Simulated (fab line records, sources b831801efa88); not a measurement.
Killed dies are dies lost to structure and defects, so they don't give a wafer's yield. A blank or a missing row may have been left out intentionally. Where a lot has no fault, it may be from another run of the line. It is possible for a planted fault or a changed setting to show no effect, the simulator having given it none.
Matching of chambers :: flow gf180mcu :: GF_V4_CVD_02 on pecvd-04: 3 sister chambers
The step deposits SiO2 from TEOS, target thk 850 nm, time 94.851 s. 6 wafers are shown with their chamber, then 9 later ones without.

## WAFERS, EACH WITH ITS CHAMBER
wafer: L078.3
chamber: 0
heater power w (W): 659

wafer: L080.4
chamber: 1
heater power w (W): 827

wafer: L083.3
chamber: 1
heater power w (W): 849

wafer: L084.1
chamber: 0
heater power w (W): 701

wafer: L084.2
chamber: 2
heater power w (W): 673

wafer: L084.4
chamber: 2
heater power w (W): 719

## WAFERS MISSING THEIR CHAMBER
wafer: L086.3
heater power w (W): 731

wafer: L086.5
heater power w (W): 704

wafer: L086.6
heater power w (W): 608

wafer: L089.1
heater power w (W): 771

wafer: L089.4
heater power w (W): 593

wafer: L089.5
heater power w (W): 604

wafer: L091.2
heater power w (W): 679

wafer: L091.3
heater power w (W): 662

wafer: L091.6
heater power w (W): 716

## THE CHAMBER EACH PASSED THROUGH
wafer: L086.3
from the rows above: can't be placed: 2 or 0
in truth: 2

wafer: L086.5
from the rows above: can't be placed: 2 or 0
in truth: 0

wafer: L086.6
from the rows above: can't be placed: 0 or 2
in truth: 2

wafer: L089.1
from the rows above: can't be placed: 1 or 2 or 0
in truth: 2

wafer: L089.4
from the rows above: can't be placed: 0 or 2
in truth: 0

wafer: L089.5
from the rows above: can't be placed: 0 or 2
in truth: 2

wafer: L091.2
from the rows above: can't be placed: 0 or 2
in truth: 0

wafer: L091.3
from the rows above: can't be placed: 0 or 2
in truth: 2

wafer: L091.6
from the rows above: can't be placed: 2 or 0
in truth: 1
Correctly placed: 0 of 9. Cannot be placed on the basis of these rows: 9; the candidates contain the true chamber in 8. Placed wrongly: 0.
How it was worked out, from the rows above alone: a wafer's distance from a chamber is the root of the sum, over the readings, of the square of ((its reading less the chamber's mean) divided by the reading's scatter). The wafer belongs to the nearest chamber; if the next one is less than 2 further off, it can't be placed. Each chamber's mean is taken over the wafers shown for it. The scatter: the root of (the sum of the squares of (reading less its chamber's mean) over the shown wafers, divided by (wafers less chambers)).
